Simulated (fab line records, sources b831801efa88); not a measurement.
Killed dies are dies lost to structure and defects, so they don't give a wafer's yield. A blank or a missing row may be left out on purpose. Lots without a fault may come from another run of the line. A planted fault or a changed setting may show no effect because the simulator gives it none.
One fault seen from 2 desks | flow gf180mcu | each desk has only its own numbers; what lay behind them comes last

THE TOOL OWNER'S DESK: pecvd-01
The tool's own readings at GF_PASSIVATION_CVD_00 (deposits SiO2 from TEOS, target thk 1000 nm, time 111.95 s): means of the sampled wafers that have a number, for each lot that ran on this tool. A lot is out of limits, marked OUT, if its mean lies more than 4 standard deviations from the usual mean; the brackets give that distance.
Columns: A = heater_power_w at GF_PASSIVATION_CVD_00, usual 689 W
lot  | first seen here | A
L872 | day 28 13:04    | 704
L873 | day 28 15:13    | 633
L877 | day 30 01:47    | 703
L879 | day 30 16:53    | 773
L882 | day 31 07:07    | 725
L884 | day 31 20:46    | 715
L885 | day 32 11:25    | 734
This desk's finding: nothing out of limits on any of the 7 lots.

THE METROLOGY DESK
What the gauges read, lot by lot, whatever tool the lot ran on: means of the sampled wafers that have a number. A lot is out of limits, marked OUT, if its mean lies more than 4 standard deviations from the usual mean; the brackets give that distance.
Columns: A = PASSIVATION_CVD_02_THK at GF_PASSIVATION_THK_MEAS_03, usual 699 nm
lot  | first seen here | A
L872 | day 28 13:31    | 714
L873 | day 28 15:40    | 698
L875 | day 29 08:43    | 707
L877 | day 30 02:14    | 703
L878 | day 30 07:55    | 696
L879 | day 30 17:19    | 689
L882 | day 31 07:33    | 695
L884 | day 31 21:11    | 695
L885 | day 32 11:51    | 690
L888 | day 32 21:47    | 705
L892 | day 33 19:46    | 691
L893 | day 33 22:59    | 696
L894 | day 34 04:06    | 699
This desk's finding: nothing out of limits on any of the 13 lots.

PUT TOGETHER
The tool owner's desk saw nothing out of limits.
The metrology desk saw nothing out of limits.

WHAT THE SIMULATOR HAD PUT IN
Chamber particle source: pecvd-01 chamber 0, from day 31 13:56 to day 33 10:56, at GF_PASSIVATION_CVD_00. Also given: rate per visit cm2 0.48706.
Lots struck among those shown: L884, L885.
